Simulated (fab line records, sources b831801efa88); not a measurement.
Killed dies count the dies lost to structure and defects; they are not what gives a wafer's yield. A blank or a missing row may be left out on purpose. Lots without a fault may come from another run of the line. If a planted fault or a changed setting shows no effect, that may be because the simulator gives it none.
A lot that was struck, set against a sound lot -- flow sfq_line -- 42 out of 325 route steps
Sound: these wafers, L500.3, L500.4, L500.6. Struck: wafer L520.6 (left out: L520.2, L520.4 of the same lot, which were not struck); the cause appears at the end.
Per side, at each step with rows, come the tool, then ch with its chambers, and then its first start. Under that, the readings that differ: sound wafers -- struck wafers -- difference of the means -- sigmas: that difference in standard deviations of wafers without a fault.
alike: same words and numbers on both sides, and readings whose means sit less than 2 such deviations apart. not compared: any withheld reading, any reading some wafer has no value for, any bound like >300 that may hide the same value, and any number with overlapping values for which the record gives no deviation.
A row with sigmas, a row that says differs or no value, or rows on one side alone: a step with any of these is where the two part. Numbers that don't overlap but have no deviation are shown without sigmas and don't part them. Lack of a reading on every wafer of one side parts them only where that side has two or more wafers.

first, 6 steps without rows for these wafers: SFQ_TRILAYER_L0_VIA_LITHO_COAT_018 (resist thk 62 nm); SFQ_TRILAYER_L0_VIA_LITHO_COAT_013 (resist thk 650 nm); SFQ_TRILAYER_L0_VIA_LITHO_SOFTBAKE_017; SFQ_TRILAYER_L0_VIA_LITHO_EXPOSE_014 (exposes mask L0V, target cd 700 nm); SFQ_TRILAYER_L0_VIA_LITHO_PEB_016 (peb time 60 s); SFQ_TRILAYER_L0_VIA_LITHO_DEVELOP_015 (time 60 s).
SFQ_L0V_OVL_MEAS_903:
  sound on overlay-02 at day 4 23:08; struck on overlay-02 at day 11 05:59
  alike: L0V_OVL
SFQ_TRILAYER_L0_VIA_BARC_OPEN_VIA_ETCH_021: etches BARC in O2, target depth 125 nm, time 41.7 s.
  sound on rie_diel-04 ch 0,3, day 4 23:10; struck on rie_diel-04 ch 0, day 11 06:01
  alike: drypump_motor_current_A, oes_product_au
  not compared: rf_hours_counter_h
then, 4 steps without rows for these wafers: SFQ_TRILAYER_L0_VIA_ETCH_VIA_ETCH_016 (etches SiO2 in CHF3, stops on MoNx KI, target depth 80 nm); SFQ_TRILAYER_L0_VIA_STRIP_STRIP_017 (strips in O2); SFQ_TRILAYER_L0_VIA_STRIP_SOLV_CLEAN_018 (cleans in NMP, time 600 s); SFQ_TRILAYER_M0_DEP_PRE_CLEAN_020 (time 15 s).
SFQ_TRILAYER_M0_DEP_SPUTTER_019: material Nb, target thk 200 nm, time 133.3 s.
  sound on pvd_sputter-06 at day 5 00:02; struck on pvd_sputter-03 at day 11 07:29
reading,sound,struck,difference,sigmas
model.Nb_of_TRILAYER_M0_DEP_SPUTTER_019.thk_nm (nm),203.4 202.3 203.9,143.1,-60.1,
  alike: substrate_temp_c, throttle_valve_pct
SFQ_M0_RS_MEAS_904: uses a four-point probe to measure.
  sound on film_metro-02 at day 5 00:10; struck on film_metro-03 at day 11 07:36
reading,sound,struck,difference,sigmas
M0_NB_RS (ohm/sq),0.876 0.881 0.875,1.251,+0.374,+39
then, 6 steps without rows for these wafers: SFQ_TRILAYER_M0_LITHO_COAT_026 (resist thk 62 nm); SFQ_TRILAYER_M0_LITHO_COAT_021 (resist thk 600 nm); SFQ_TRILAYER_M0_LITHO_SOFTBAKE_025; SFQ_TRILAYER_M0_LITHO_EXPOSE_022 (exposes mask M0, target cd 500 nm); SFQ_TRILAYER_M0_LITHO_PEB_024 (peb time 60 s); SFQ_TRILAYER_M0_LITHO_DEVELOP_023 (time 60 s).
SFQ_M0_OVL_MEAS_906:
  sound on overlay-02 at day 5 14:51; struck on overlay-02 at day 12 19:29
  alike: M0_OVL
then, 1 step without rows for these wafers: SFQ_TRILAYER_M0_BARC_OPEN_METAL_ETCH_031 (etches BARC in O2, target depth 125 nm, time 41.7 s).
SFQ_TRILAYER_M0_ETCH_METAL_ETCH_024: etches Nb in Cl2/Ar, stops on SiO2, target depth 240 nm, time 120 s.
  sound on rie_metal-02 ch 0,1, day 5 14:59; struck on rie_metal-03 ch 1, day 12 19:34
reading,sound,struck,difference,sigmas
drypump_motor_current_A (A),5.6 6.4 6.4,4.9,-1.2,-2
oes_product_au (a.u.),0.912 0.902 0.913,0.742,-0.167,-24
  not compared: rf_hours_counter_h
SFQ_TRILAYER_M0_STRIP_STRIP_025: strips in O2.
  sound on rie_metal-02 ch 0,1, day 5 15:16; struck on rie_metal-03 ch 1, day 12 19:41
reading,sound,struck,difference,sigmas
drypump_motor_current_A (A),5.6 6.4 6.5,4.9,-1.3,-2
  alike: oes_product_au, platen_temp_c
  not compared: rf_hours_counter_h
then, 3 steps without rows for these wafers: SFQ_TRILAYER_M0_STRIP_SOLV_CLEAN_026 (cleans in NMP, time 600 s); SFQ_TRILAYER_I0_DEP_PECVD_027 (deposits SiO2 from SiH4/N2O, time 111.11 s, target thk 500 nm); SFQ_TRILAYER_I0_CMP_CMP_028 (polishes SiO2).
SFQ_I0_BOW_MEAS_907:
  sound on film_metro-01 at day 6 01:04; struck on film_metro-01 at day 13 04:52
  alike: I0_BOW
SFQ_TRILAYER_I0_METRO_MEASURE_029:
  sound on film_metro-01 at day 6 01:32; struck on film_metro-01 at day 13 05:10
  alike: thk_nm
then, 6 steps without rows for these wafers: SFQ_TRILAYER_I0_VIA_LITHO_COAT_036 (resist thk 62 nm); SFQ_TRILAYER_I0_VIA_LITHO_COAT_031 (resist thk 650 nm); SFQ_TRILAYER_I0_VIA_LITHO_SOFTBAKE_035; SFQ_TRILAYER_I0_VIA_LITHO_EXPOSE_032 (exposes mask I0, target cd 500 nm); SFQ_TRILAYER_I0_VIA_LITHO_PEB_034 (peb time 60 s); SFQ_TRILAYER_I0_VIA_LITHO_DEVELOP_033 (time 60 s).
-- the record jumps here: 6 days lie between the struck wafers' starts before and after --
SFQ_I0_OVL_MEAS_908:
  sound on overlay-01 at day 10 23:14; struck on overlay-01 at day 18 22:35
  alike: I0_OVL
SFQ_TRILAYER_I0_VIA_BARC_OPEN_VIA_ETCH_046: etches BARC in O2, target depth 125 nm, time 41.7 s.
  sound on rie_diel-04 ch 0,1, day 10 23:16; struck on rie_diel-02 ch 1, day 18 22:37
reading,sound,struck,difference,sigmas
drypump_motor_current_A (A),6.3 5.6 6.3,4.8,-1.3,-2
  alike: oes_product_au
  not compared: rf_hours_counter_h
SFQ_TRILAYER_I0_VIA_ETCH_VIA_ETCH_034: etches SiO2 in CHF3, stops on Nb, target depth 260 nm.
  sound on rie_diel-04 ch 0,1, day 10 23:17; struck on rie_diel-02 ch 1, day 18 22:39
reading,sound,struck,difference,sigmas
drypump_motor_current_A (A),6.2 5.6 6.2,4.8,-1.2,-2
oes_product_au (a.u.),0.853 0.857 0.861,0.846,-0.011,-2
then, 3 steps without rows for these wafers: SFQ_TRILAYER_I0_VIA_STRIP_STRIP_035 (strips in O2); SFQ_TRILAYER_I0_VIA_STRIP_SOLV_CLEAN_036 (cleans in NMP, time 600 s); SFQ_TRILAYER_M1_DEP_PRE_CLEAN_038 (time 22.5 s).
-- the record jumps here: 64 days lie between the struck wafers' starts before and after --
SFQ_M8_BOW_MEAS_951:
  sound on film_metro-02 at day 74 19:37; struck on film_metro-02 at day 82 10:58
reading,sound,struck,difference,sigmas
model.etest.m0.ohm_um,1.751 1.758 1.749,2.492,+0.739,
model.etest.m0.ohm_sq,0.8751 0.8799 0.8731,1.244,+0.368,
model.etest.i0.link_ohm,1.959 1.961 1.96,2.311,+0.351,
  alike: M8_BOW

WHERE THEY PART
First at SFQ_M0_RS_MEAS_904; last, within this record, at SFQ_TRILAYER_I0_VIA_ETCH_VIA_ETCH_034. Later steps at which nothing parts them and some readings are alike: SFQ_M8_BOW_MEAS_951.

WHY: the cause the simulator had injected
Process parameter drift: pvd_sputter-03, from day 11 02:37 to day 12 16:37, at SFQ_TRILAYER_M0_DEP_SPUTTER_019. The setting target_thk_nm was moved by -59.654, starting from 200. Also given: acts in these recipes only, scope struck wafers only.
